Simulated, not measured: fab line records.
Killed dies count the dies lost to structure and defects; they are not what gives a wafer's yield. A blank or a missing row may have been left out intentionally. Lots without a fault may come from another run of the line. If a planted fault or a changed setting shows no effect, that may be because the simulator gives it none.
Which of the tools did it?	flow sfq-line	7 lots with 21 wafers sampled at 3 steps, on a route of 325 steps

## WHAT THE GAUGES SHOWED, per wafer
SFQ_M7_RS_MEAS_943: measurement is done with a four-point probe.
lot	measured	on	M7_NB_RS (ohm/sq)
L207	day 68 13:31	film-metro-03	0.884 0.877 0.874
L210	day 68 20:41	film-metro-02	0.878 0.876 0.882
L212	day 76 02:53	film-metro-03	0.871 0.878 0.887
L217	day 77 01:42	film-metro-03	0.883 0.889 0.892
L222	day 83 21:53	film-metro-02	0.923 1.337 0.920
L224	day 84 02:29	film-metro-03	0.877 0.878 0.882
L228	day 85 03:45	film-metro-03	0.901 0.884 0.893

## WHICH TOOL RAN EACH LOT (tool, then ch and the chambers of the sampled wafers, then the start)
lot	SFQ_TRILAYER_M6_BARC_OPEN_METAL_ETCH_206	SFQ_TRILAYER_M7_DEP_SPUTTER_175
L207	rie-metal-02 ch 1, day 67 19:26	pvd-sputter-04, day 68 13:26
L210	rie-metal-01 ch 0,1, day 68 08:51	pvd-sputter-04, day 68 20:35
L212	rie-metal-02 ch 0,1, day 70 20:49	pvd-sputter-04, day 76 02:44
L217	rie-metal-02 ch 1, day 72 04:02	pvd-sputter-05, day 77 01:37
L222	rie-metal-02 ch 0,1, day 79 06:08	pvd-sputter-05, day 83 21:47
L224	rie-metal-03 ch 0,1, day 79 08:40	pvd-sputter-04, day 84 02:23
L228	rie-metal-02 ch 1, day 80 16:11	pvd-sputter-06, day 85 03:38
- SFQ_TRILAYER_M6_BARC_OPEN_METAL_ETCH_206: etches BARC in O2, target depth 125 nm, time 41.7 s.
- SFQ_TRILAYER_M7_DEP_SPUTTER_175: material Nb, target thk 200 nm, time 133.3 s.

## THE ANSWER, worked out from the rows above alone
Rule: what is usual is taken from the lots themselves. Put in order of their means at a reading, lots are off if they are a third of the lots or fewer, leave a main group of 4 or more, and stand apart from it by a gap of 3 or more times the standard deviation of the main group's means; of several such gaps the widest counts. Not used: any main group whose means are identical at the precision the tables above print for the reading. Also off: a lot with no number at a reading for which 4 or more lots have one. All remaining lots with rows at the step are treated as sound.
Off: L222, at SFQ_M7_RS_MEAS_943 (M7_NB_RS). Main group: mean 0.883 ohm/sq, sd 0.0057.
If a tool, at a process step before that reading, ran all the lots that are off and no sound lot after the first of them, it fits. Gauges at SFQ_M7_RS_MEAS_943: tried the same way as those tools. Undecided on this evidence; 2 tools fit (pvd-sputter-05 at SFQ_TRILAYER_M7_DEP_SPUTTER_175, film-metro-02 at SFQ_M7_RS_MEAS_943).

## WHAT THE SIMULATOR HAD PUT IN
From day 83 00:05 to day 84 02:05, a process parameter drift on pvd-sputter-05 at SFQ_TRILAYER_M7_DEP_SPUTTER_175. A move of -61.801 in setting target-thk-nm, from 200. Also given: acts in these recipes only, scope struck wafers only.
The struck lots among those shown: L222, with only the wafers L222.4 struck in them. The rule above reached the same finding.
